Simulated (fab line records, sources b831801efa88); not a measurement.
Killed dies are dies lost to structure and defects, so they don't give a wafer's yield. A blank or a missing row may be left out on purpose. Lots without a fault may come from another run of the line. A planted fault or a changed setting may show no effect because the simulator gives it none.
fab line records | flow gf180mcu
record lots=12 wafers=35 last_day=34
route steps=602 shown V3@434 TOP_METAL@571
lots that met no fault: from a run of the same line without faults
start_h: hours from the record's first day to the start of the lot's first wafer shown | wait_h: hours since the lot's step before | " the same as in the row above | L1.1+2: a row that stands for several wafers | - no value, or no start given | * or withheld: withheld | < > ~ a bound
route shown NAME@n: a module of which the file shows steps, and the number in the route of the first | usual: mean/standard deviation of fault-free wafers | same: alike in all rows | chamber/n: place in a boat | sites: the reading at each site | _std_site: their standard deviation | _edge_site: outer sites' mean less inner sites' | radius_mm: how far each site lies from the wafer's centre | mask NAME#n: copy n | behind: the tool/chamber that last shaped the wafer | hold: why the lot was held/for how many hours/how that ended | device: the transistor (n, p or np) that didn't switch | end of line: the same wafers' tests at the end of the route | a step without rows: its recipe alone | killed: dies lost to structure and defects at the first sort, not the wafer's yield | map: a wafer's dies, x killed, . not, _ none there
set.NAME: the setting as run; set.NAME@STEP: as run at that earlier step | model.NAME: the simulator's own value behind a step, which no gauge read
steps of the route over a sample of lots; a table a step, a row a wafer
services: from which hour (start_h, from the record's first day; less than 0 if before it) a tool's chamber was out of use, for how many hours, and why
## steps
# step GF_V3_BOW_MEAS_05
# recipe mode=bow
# usual V3_BOW=115/8.3
# columns lot.wafer tool chamber start_h wait_h V3_BOW[um]
L795.2 film_metro-02 - 490.79 0.1 113
L795.4 " - " " 103
L795.5 " - " " 125
L796.1 film_metro-03 - 499.27 0.1 107
L796.3 " - " " 100
L796.6 " - " " 111
L797.1 film_metro-01 - 510.52 0.1 119
L797.2 " - " " 130
L797.5 " - " " 114
L798.1 film_metro-01 - 513.22 0.2 113
L798.3 " - " " 119
L798.5 " - " " 112
L799.1 film_metro-01 - 526.34 0.2 120
L799.4 " - " " 116
L799.5 " - " " 111
L800.1 film_metro-02 - 534.54 0.1 123
L800.5 " - " " 130
L800.6 " - " " 127
L801.2 film_metro-02 - 543.23 0.1 102
L801.4 " - " " 114
L801.6 " - " " 126
L802.3 film_metro-01 - 551.15 0.2 127
L802.5 " - " " 120
L802.6 " - " " 117
L805.2 film_metro-01 - 572.29 0.2 116
L805.5 " - " " 122
L815.1 film_metro-03 - 646.37 0.1 114
L815.3 " - " " 103
L815.4 " - " " 111
L816.3 film_metro-01 - 654.69 0.1 110
L816.4 " - " " 118
L816.5 " - " " 113
L818.2 film_metro-02 - 670.25 0.2 108
L818.4 " - " " 111
L818.5 " - " " 118
# step GF_V3_CD_MEAS_14
# recipe target_cd_nm=260
# usual cd_nm=260.0/1.4
# columns lot.wafer tool chamber start_h wait_h cd_nm
L795.2 cd_sem-01 - 514.22 0.1 261.9
L795.4 " - " " 261.3
L795.5 " - " " 262.6
L796.1 cd_sem-01 - 522.10 0.1 259.5
L796.3 " - " " 259.8
L796.6 " - " " 259.6
L797.1 cd_sem-02 - 533.50 0.1 261.3
L797.2 " - " " 261.5
L797.5 " - " " 260.6
L798.1 cd_sem-02 - 535.95 0.1 259.1
L798.3 " - " " 258.6
L798.5 " - " " 258.3
L799.1 cd_sem-01 - 548.65 0.1 260.7
L799.4 " - " " 261.6
L799.5 " - " " 259.7
L800.1 cd_sem-02 - 557.30 0.1 260.3
L800.5 " - " " 260.2
L800.6 " - " " 260.6
L801.2 cd_sem-02 - 565.17 0.1 262.1
L801.4 " - " " 263.4
L801.6 " - " " 262.7
L802.3 cd_sem-02 - 572.89 0.1 263.1
L802.5 " - " " 262.8
L802.6 " - " " 262.4
L805.2 cd_sem-02 - 593.42 0.1 258.8
L805.5 " - " " 257.5
L815.1 cd_sem-02 - 665.65 0.1 260.3
L815.3 " - " " 261.0
L815.4 " - " " 260.5
L816.3 cd_sem-02 - 673.70 0.2 258.6
L816.4 " - " " 258.7
L816.5 " - " " 259.8
L818.2 cd_sem-01 - 688.74 0.1 260.0
L818.4 " - " " 259.9
L818.5 " - " " 259.3
# step GF_TOP_METAL_SPUTTER_04
# recipe material=TiN target_thk_nm=25 power_w=6500 time_s=20.8 chamber_pressure_pa=0.4
# usual throttle_valve_pct=30.2/0.95
# columns lot.wafer tool chamber start_h wait_h throttle_valve_pct
L795.2 pvd_sputter-03 - 631.08 0.0 30.0
L795.4 " - " " 30.9
L795.5 " - " " 30.0
L796.1 pvd_sputter-01 - 638.13 0.0 27.5
L796.3 " - " " 29.8
L796.6 " - " " 30.7
L797.1 pvd_sputter-04 - 648.53 0.0 30.2
L797.2 " - " " 30.3
L797.5 " - " " 30.5
L798.1 pvd_sputter-04 - 649.87 0.0 30.3
L798.3 " - " " 30.2
L798.5 " - " " 30.3
L799.1 pvd_sputter-04 - 661.08 0.0 31.9
L799.4 " - " " 30.3
L799.5 " - " " 30.3
L800.1 pvd_sputter-01 - 667.00 0.0 31.1
L800.5 " - " " 30.3
L800.6 " - " " 29.5
L801.2 pvd_sputter-04 - 674.78 0.0 30.5
L801.4 " - " " 31.8
L801.6 " - " " 30.4
L802.3 pvd_sputter-04 - 681.95 0.0 30.3
L802.5 " - " " 30.0
L802.6 " - " " 32.1
L805.2 pvd_sputter-03 - 701.24 0.0 29.9
L805.5 " - " " 29.9
L815.1 pvd_sputter-04 - 762.51 0.0 30.0
L815.3 " - " " 31.7
L815.4 " - " " 30.4
L816.3 pvd_sputter-03 - 768.91 0.0 30.4
L816.4 " - " " 31.1
L816.5 " - " " 30.9
L818.2 pvd_sputter-03 - 781.43 0.0 30.1
L818.4 " - " " 29.9
L818.5 " - " " 29.9
# step GF_TOP_METAL_DEVELOP_13
# recipe develop_time_s=60 dev_temp_c=23
# columns lot.wafer tool chamber start_h wait_h
L795.2+4+5 litho_track-04 0 650.81 0.1
L796.1+3+6 litho_track-04 0 657.14 0.1
L797.1+2+5 litho_track-04 0 667.84 0.1
L798.1+3+5 litho_track-04 0 668.84 0.1
L799.1+4+5 litho_track-02 0 680.55 0.1
L800.1+5+6 litho_track-02 0 685.45 0.1
L801.2+4+6 litho_track-04 0 693.21 0.1
L802.3+5+6 litho_track-01 0 700.30 0.1
L805.2+5 litho_track-04 0 719.16 0.1
L815.1+3+4 litho_track-02 0 778.15 0.1
L816.3+4+5 litho_track-01 0 784.00 0.1
L818.2+4+5 litho_track-01 0 795.97 0.1
# step GF_TOP_METAL_CD_MEAS_14
# recipe target_cd_nm=440
# usual cd_nm=438.6/2.5
# columns lot.wafer tool chamber start_h wait_h cd_nm
L795.2 cd_sem-01 - 650.96 0.1 438.0
L795.4 " - " " 438.1
L795.5 " - " " 437.2
L796.1 cd_sem-02 - 657.29 0.1 436.5
L796.3 " - " " 433.6
L796.6 " - " " 432.5
L797.1 cd_sem-02 - 667.99 0.1 438.3
L797.2 " - " " 438.3
L797.5 " - " " 437.3
L798.1 cd_sem-01 - 668.99 0.1 439.8
L798.3 " - " " 439.5
L798.5 " - " " 440.0
L799.1 cd_sem-02 - 680.74 0.2 442.6
L799.4 " - " " 440.9
L799.5 " - " " 441.6
L800.1 cd_sem-02 - 685.60 0.1 436.4
L800.5 " - " " 436.6
L800.6 " - " " 435.7
L801.2 cd_sem-02 - 693.35 0.1 438.6
L801.4 " - " " 436.7
L801.6 " - " " 436.8
L802.3 cd_sem-01 - 700.44 0.1 439.5
L802.5 " - " " 440.0
L802.6 " - " " 438.6
L805.2 cd_sem-01 - 719.30 0.1 441.5
L805.5 " - " " 449.8
L815.1 cd_sem-02 - 778.30 0.1 439.1
L815.3 " - " " 438.3
L815.4 " - " " 438.5
L816.3 cd_sem-02 - 784.14 0.1 436.2
L816.4 " - " " 437.4
L816.5 " - " " 437.1
L818.2 cd_sem-01 - 796.12 0.1 435.5
L818.4 " - " " 435.8
L818.5 " - " " 435.7
## services
# columns tool chamber start_h hours kind
pvd_sputter-03 - 665.04 21.5 repair
pvd_sputter-04 - 677.16 4.4 repair
pvd_sputter-04 - 689.18 13.8 repair
pvd_sputter-01 - 695.21 1.7 repair
pvd_sputter-04 0 704.06 - consumable_replace:kit
pvd_sputter-04 0 704.06 18.0 scheduled_down
pvd_sputter-04 0 704.06 18.0 vent_cycle
pvd_sputter-01 1 712.56 - consumable_replace:kit
pvd_sputter-01 1 712.56 18.0 scheduled_down
pvd_sputter-01 1 712.56 18.0 vent_cycle
pvd_sputter-01 - 719.26 2.5 repair
litho_track-04 - 736.88 - consumable_replace:filter
pvd_sputter-04 - 747.51 9.0 repair
litho_track-02 - 756.59 - consumable_replace:filter
pvd_sputter-04 3 758.72 - consumable_replace:kit
pvd_sputter-04 3 758.72 18.0 scheduled_down
pvd_sputter-04 3 758.72 18.0 vent_cycle
pvd_sputter-03 1 770.90 - consumable_replace:kit
pvd_sputter-03 1 770.90 18.0 scheduled_down
pvd_sputter-03 1 770.90 18.0 vent_cycle
pvd_sputter-01 - 779.62 2.5 repair
litho_track-01 - 787.12 - consumable_replace:filter
## key
first_sign step=GF_TOP_METAL_CD_MEAS_14 reading=cd_nm direction=up sigmas=4.4 usual=438.6 struck=449.8
effect none on later readings
met_at GF_TOP_METAL_DEVELOP_13
struck_lots L805
struck_wafers L805.5
not_acting_at GF_V3_BOW_MEAS_05,GF_V3_CD_MEAS_14,GF_TOP_METAL_SPUTTER_04
onset_between 693.21 719.16
fault kind=process_parameter_drift tool=litho_track-04 chamber=- onset_h=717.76 steps=GF_TOP_METAL_DEVELOP_13 channel=develop_time_s offset=* shape=step end_h=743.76 scope=struck_wafers_only acts_in=* stated=*
